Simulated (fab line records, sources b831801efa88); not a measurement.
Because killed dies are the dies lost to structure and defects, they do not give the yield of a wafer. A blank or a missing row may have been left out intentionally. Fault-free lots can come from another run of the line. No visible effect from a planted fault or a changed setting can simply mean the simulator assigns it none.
Comparing a struck lot with a sound one -- flow sky130 -- 19 steps out of a route of 708
Sound: these wafers, L739.2, L739.3, L739.6. Struck: wafers L738.2, L738.5, L738.6. At the end, the cause is stated.
Each step with rows lists, per side, the tool, then ch with its chambers, then its first start. Under that, the readings that differ: sound wafers -- struck wafers -- difference of the means -- sigmas: that difference in standard deviations of wafers without a fault.
alike: readings with means less than 2 such deviations apart, plus words and numbers identical on both sides. not compared: withheld readings, readings lacking a value on some wafer, bounds such as >300 that could conceal the same value, and numbers that have no deviation in the record and whose values overlap.
Wherever a step has rows on one side only, a row that says differs or no value, or a row with sigmas, the two part there. When numbers do not overlap yet have no deviation, they are printed without sigmas and do not part them. A reading missing from all wafers of one side parts the sides only when that side holds two or more wafers.

first, 1 step without rows for these wafers: SKY_FIELD_ISO_ANNEAL_26 (time 1800 s).
SKY_FIELD_ISO_CMP_27: polishes, stops on Si3N4, t overpolish 16 s, target thk 457.8 nm.
  sound on cmp-02 ch 1,2, day 6 15:03; struck on cmp-01 ch 2,3, day 6 10:42
reading,sound,struck,difference,sigmas
motor-current-A (A),12.5 12.3 12.3,9.8 10.4 9.8,-2.4,-2
  alike: overpolish-run-s, time-to-endpoint-s
then, 5 steps without rows for these wafers: SKY_FIELD_ISO_WET_ETCH_28 (etches SiO2 in dHF, target depth 23.7 nm, time 47 s); SKY_FIELD_ISO_WET_ETCH_29 (etches Si3N4 in H3PO4, target depth 160 nm, time 1825 s); SKY_FIELD_ISO_WET_ETCH_30 (etches SiO2 in dHF, target depth 25 nm, time 50 s); SKY_NWELL_CLEAN_00 (cleans in SC1/SC2, time 150 s); SKY_NWELL_OXIDATION_01 (stabilise 600 s, purge 300 s, target thk 10 nm).
SKY_NWELL_THK_MEAS_02:
  struck on film-metro-03, day 6 13:34; sound on film-metro-02, day 6 18:02
  alike: NWELL_OXIDATION_THK
then, 4 steps without rows for these wafers: SKY_DNWELL_DEHYDRATE_00 (time 60 s); SKY_DNWELL_HMDS_01 (prime time 60 s); SKY_DNWELL_COAT_02 (resist thk 3000 nm); SKY_DNWELL_SOFTBAKE_03.
SKY_DNWELL_EXPOSE_04: exposes mask DNM, target cd 3000 nm.
  struck on iline-stepper-01, day 6 23:19; sound on iline-stepper-02 ch 0, day 7 04:02
  no value came back on the struck wafers for exposure-dose-mJ-cm2, focus-offset-nm (nm), stage-vel-mm-s (mm/s); on the sound wafers exposure-dose-mJ-cm2 reads 222.06 221.58 221.70
  alike: mask
then, 3 steps without rows for these wafers: SKY_DNWELL_PEB_05; SKY_DNWELL_DEVELOP_06 (develop time 60 s); SKY_DNWELL_IMPLANT_07.
SKY_DNWELL_STRIP_08: strips in O2/N2.
  sound on plasma-asher-03 ch 1, day 7 12:59; struck on plasma-asher-03 ch 0,1, day 7 08:35
  alike: drypump-motor-current-A, oes-product-au, strip-time-to-endpoint-s
  not compared: rf-hours-counter-h
SKY_DNWELL_TW_MEAS_09:
  struck on film-metro-02, day 7 08:41; sound on film-metro-03, day 7 13:06
reading,sound,struck,difference,sigmas
DNWELL_TW,1114 1107 1101,30 30 30,-1077,-99 or more
then, 1 step without rows for these wafers: SKY_PWDE_DEHYDRATE_00 (time 60 s).

WHERE THEY PART
First at SKY_FIELD_ISO_CMP_27; last, within this record, at SKY_DNWELL_TW_MEAS_09.

WHY: what the simulator had put in
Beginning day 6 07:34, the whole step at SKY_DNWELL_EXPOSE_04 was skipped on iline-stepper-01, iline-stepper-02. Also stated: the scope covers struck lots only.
